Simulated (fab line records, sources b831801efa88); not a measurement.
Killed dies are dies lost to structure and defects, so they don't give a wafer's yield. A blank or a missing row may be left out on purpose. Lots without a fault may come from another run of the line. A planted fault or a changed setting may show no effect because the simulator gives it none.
Which tool did it? | flow gf180mcu | 13 lots, 39 wafers sampled, at 5 steps of a route of 602

WHAT THE GAUGES READ, wafer by wafer
GF_STI_THK_MEAS_04. Usual: STI_CVD_03_THK 206.8 nm, standard deviation 1.9.
lot  | measured    | on            | STI_CVD_03_THK (nm) | flag
L696 | day 1 13:57 | film_metro-01 | 206.0 206.2 204.4   |
L697 | day 1 19:57 | film_metro-03 | 205.2 203.6 206.9   |
L699 | day 2 04:46 | film_metro-02 | 202.1 202.3 201.0   |
L700 | day 2 09:34 | film_metro-03 | 209.3 208.5 209.2   |
L701 | day 2 14:52 | film_metro-03 | 205.2 207.0 206.0   |
L702 | day 2 19:35 | film_metro-03 | 209.2 208.5 209.1   |
L703 | day 3 01:08 | film_metro-02 | 206.5 207.6 207.4   |
L707 | day 3 20:34 | film_metro-01 | 206.1 206.8 205.9   |
L710 | day 4 11:34 | film_metro-02 | 205.0 204.6 205.8   |
L712 | day 4 22:16 | film_metro-02 | 205.1 205.4 204.9   |
L715 | day 5 15:08 | film_metro-03 | 207.8 207.0 207.9   |
L718 | day 6 03:35 | film_metro-03 | 207.4 209.6 208.3   |
L719 | day 6 08:58 | film_metro-02 | 207.6 207.9 205.0   |

GF_MVSD_OVL_MEAS_07. Usual: MVSD_OVL 0.5 nm, standard deviation 1.3.
lot  | measured    | on         | MVSD_OVL (nm)  | flag
L696 | day 4 10:52 | overlay-02 | 0.8 -0.2 2.3   |
L697 | day 4 16:51 | overlay-01 | 1.6 1.1 -0.1   |
L699 | day 5 03:40 | overlay-02 | -0.7 1.6 0.8   |
L700 | day 5 10:39 | overlay-01 | 1.1 2.3 0.1    |
L701 | day 5 16:37 | overlay-01 | 1.2 0.0 0.6    |
L702 | day 5 20:36 | overlay-01 | 1.6 0.4 1.2    |
L703 | day 6 02:39 | overlay-01 | -0.6 -1.5 -1.4 |
L707 | day 7 01:40 | overlay-01 | 0.9 3.8 2.1    |
L710 | day 7 21:41 | overlay-01 | 0.5 2.6 0.3    |
L712 | day 8 06:58 | overlay-02 | 2.7 0.9 3.9    |
L715 | day 9 03:06 | overlay-02 | 0.8 2.0 -0.9   |
L718 | day 9 18:46 | overlay-02 | -2.1 0.0 -0.4  |
L719 | day 9 23:34 | overlay-02 | 1.4 2.0 1.5    |

GF_VT_IMPLANT_OVL_MEAS_18. Usual: VT_IMPLANT_01_OVL 0.8 nm, standard deviation 1.7.
lot  | measured     | on         | VT_IMPLANT_01_OVL (nm) | flag
L696 | day 6 06:55  | overlay-01 | 3.4 2.6 0.3            |
L697 | day 6 13:46  | overlay-02 | -2.8 -2.4 0.8          |
L699 | day 7 00:04  | overlay-01 | 3.4 1.3 3.8            |
L700 | day 7 08:58  | overlay-01 | 1.1 1.8 0.3            |
L701 | day 7 14:55  | overlay-01 | 1.9 1.4 1.6            |
L702 | day 7 22:21  | overlay-02 | -1.5 1.8 -0.4          |
L703 | day 8 02:49  | overlay-02 | 0.3 2.0 0.5            |
L707 | day 9 03:04  | overlay-01 | 4.0 3.7 3.4            |
L710 | day 10 01:26 | overlay-02 | 1.8 0.3 1.3            |
L712 | day 10 11:57 | overlay-02 | -1.4 -0.4 -1.3         |
L715 | day 11 10:17 | overlay-02 | 1.3 0.5 1.5            |
L718 | day 12 02:11 | overlay-02 | 0.3 -1.5 -2.2          |
L719 | day 12 07:08 | overlay-02 | 1.1 0.9 -0.3           |

WHICH TOOL RAN EACH LOT (tool, then ch and the chambers of the sampled wafers, then the start)
lot  | GF_NWELL_COAT_02                 | GF_NWELL_STRIP_10
L696 | litho_track-04 ch 0, day 3 00:40 | plasma_asher-04 ch 0,1, day 3 07:16
L697 | litho_track-04 ch 0, day 3 06:16 | plasma_asher-03 ch 0,1, day 3 13:40
L699 | litho_track-02 ch 0, day 3 16:44 | plasma_asher-02 ch 0,1, day 3 23:43
L700 | litho_track-01 ch 0, day 3 22:25 | plasma_asher-03 ch 0,1, day 4 06:04
L701 | litho_track-01 ch 0, day 4 04:43 | plasma_asher-02 ch 0,1, day 4 12:04
L702 | litho_track-01 ch 0, day 4 08:34 | plasma_asher-04 ch 0,1, day 4 15:47
L703 | litho_track-02 ch 0, day 4 14:56 | plasma_asher-04 ch 0, day 4 22:37
L707 | litho_track-01 ch 0, day 5 11:05 | plasma_asher-04 ch 0,1, day 5 19:07
L710 | litho_track-04 ch 0, day 6 06:16 | plasma_asher-03 ch 0,1, day 6 14:13
L712 | litho_track-01 ch 0, day 6 15:22 | plasma_asher-02 ch 0,1, day 6 23:41
L715 | litho_track-04 ch 0, day 7 08:48 | plasma_asher-04 ch 0,1, day 7 17:16
L718 | litho_track-02 ch 0, day 7 22:59 | plasma_asher-03 ch 0,1, day 8 07:41
L719 | litho_track-02 ch 0, day 8 03:55 | plasma_asher-02 ch 0,1, day 8 12:25
- GF_NWELL_COAT_02: resist thk 3000 nm.
- GF_NWELL_STRIP_10: strips in O2/N2.

WHAT THE TOOLS THEMSELVES READ (means of the sampled wafers that have a number; where no wafer has one, the mark that the record gives instead)
GF_NWELL_COAT_02. Usual: dispense_pressure_kPa 50 kPa, standard deviation 5.9.
lot  | tool           | dispense_pressure_kPa (kPa) | flag
L696 | litho_track-04 | 43                          |
L697 | litho_track-04 | 43                          |
L699 | litho_track-02 | 53                          |
L700 | litho_track-01 | 56                          |
L701 | litho_track-01 | 56                          |
L702 | litho_track-01 | 56                          |
L703 | litho_track-02 | 53                          |
L707 | litho_track-01 | 55                          |
L710 | litho_track-04 | 43                          |
L712 | litho_track-01 | 55                          |
L715 | litho_track-04 | 43                          |
L718 | litho_track-02 | 53                          |
L719 | litho_track-02 | 53                          |

GF_NWELL_STRIP_10. Usual: drypump_motor_current_A 6.08 A, standard deviation 0.23; heater_power_w 342 W, standard deviation 23; n2_flow_sccm 300.0 sccm, standard deviation 0.96; oes_product_au 0.722 a.u., standard deviation 0.0045; strip_time_to_endpoint_s 36.92 s, standard deviation 0.1.
lot  | tool            | drypump_motor_current_A (A) | heater_power_w (W) | n2_flow_sccm (sccm) | oes_product_au (a.u.) | strip_time_to_endpoint_s (s) | flag
L696 | plasma_asher-04 | 6.09                        | 326                | 300.3               | 0.724                 | 36.74                        |
L697 | plasma_asher-03 | 6.09                        | 366                | 299.4               | 0.722                 | 36.78                        |
L699 | plasma_asher-02 | 6.19                        | 333                | 300.1               | 0.721                 | 36.93                        |
L700 | plasma_asher-03 | 6.13                        | 368                | 300.3               | 0.718                 | 37.06                        |
L701 | plasma_asher-02 | 6.18                        | 335                | 300.0               | 0.724                 | 37.08                        |
L702 | plasma_asher-04 | 6.09                        | 321                | 299.7               | 0.720                 | 36.80                        |
L703 | plasma_asher-04 | 5.84                        | 351                | 300.3               | 0.724                 | 36.98                        |
L707 | plasma_asher-04 | 6.09                        | 326                | 300.1               | 0.718                 | 28.42                        | OFF
L710 | plasma_asher-03 | 6.16                        | 367                | 300.1               | 0.723                 | 36.96                        |
L712 | plasma_asher-02 | 6.17                        | 333                | 299.8               | 0.720                 | 28.36                        | OFF
L715 | plasma_asher-04 | 5.96                        | 335                | 300.7               | 0.718                 | 36.98                        |
L718 | plasma_asher-03 | 6.17                        | 367                | 300.2               | 0.723                 | 36.96                        |
L719 | plasma_asher-02 | 6.21                        | 339                | 299.4               | 0.718                 | 37.01                        |

THE ANSWER, worked out from the rows above alone
Rule: a lot is off if the mean of its wafers that have a number lies more than 3 standard deviations from the usual mean. A lot without any number at a reading at which 4 lots or more have one is off too. The other lots that the step has rows for count as sound. The gauges are gone through in route order, then the tools' own readings, and for those a lot's mean is taken as printed above. The first step at which some lot is off is used, and at that step the reading that is off furthest; a lot without a number counts as furthest.
Off: L707, L712, at GF_NWELL_STRIP_10 (strip_time_to_endpoint_s).
A tool fits if, at that step or a process step before it, it ran every lot that is off, and no sound lot after the first of them. One fits: litho_track-01 at GF_NWELL_COAT_02. Its last sound lot is L702 (day 4 08:34), its first lot that is off L707 (day 5 11:05): a fault that began between those two fits.

WHAT THE SIMULATOR HAD PUT IN
Process parameter drift: litho_track-01, from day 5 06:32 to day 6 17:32, at GF_NWELL_COAT_02. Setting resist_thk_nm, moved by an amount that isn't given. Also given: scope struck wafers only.
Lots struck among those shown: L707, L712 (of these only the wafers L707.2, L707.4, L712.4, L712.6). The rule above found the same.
